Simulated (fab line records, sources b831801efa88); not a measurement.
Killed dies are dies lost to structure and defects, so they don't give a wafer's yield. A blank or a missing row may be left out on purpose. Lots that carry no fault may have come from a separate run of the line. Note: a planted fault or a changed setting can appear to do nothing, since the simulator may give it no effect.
Which tool did it? ; flow gf180mcu ; 21 wafers sampled from 7 lots at 1 step of a route of 602

WHAT EACH GAUGE READ, for each wafer
GF_POLY_GATE_THK_MEAS_17.
lot;measured;on;POLY_GATE_OXIDATION_THK (nm)
L879;day 9 14:09;film metro-02;3.92 3.93 3.96
L882;day 10 11:52;film metro-04;4.00 3.93 3.95
L884;day 10 20:01;film metro-03;4.12 4.07 4.06
L886;day 11 13:35;film metro-04;3.93 4.02 4.09
L888;day 12 06:37;film metro-02;3.88 3.88 3.91
L896;day 14 14:42;film metro-02;3.89 3.98 3.96
L901;day 16 03:59;film metro-04;4.04 4.06 4.02

TOOL THAT RAN EACH LOT (tool first, then ch and the chambers of the sampled wafers, then the start)
Before these readings, the record contains no process step.

THE ANSWER, worked out from the rows above alone
Rule: what is usual is taken from the lots themselves. Put in order of their means at a reading, lots are off if they are a third of the lots or fewer, leave a main group of 4 or more, and stand apart from it by a gap of 3 or more times the standard deviation of the main group's means; of several such gaps the widest counts. If all means in a main group match to the digits the tables above print for the reading, that group is not used. A lot without any number at a reading at which 4 lots or more have one is off too. All remaining lots with rows at the step are treated as sound.
Across all readings shown, no lot is off: no conclusion can be drawn from this.

WHAT THE SIMULATOR PUT IN
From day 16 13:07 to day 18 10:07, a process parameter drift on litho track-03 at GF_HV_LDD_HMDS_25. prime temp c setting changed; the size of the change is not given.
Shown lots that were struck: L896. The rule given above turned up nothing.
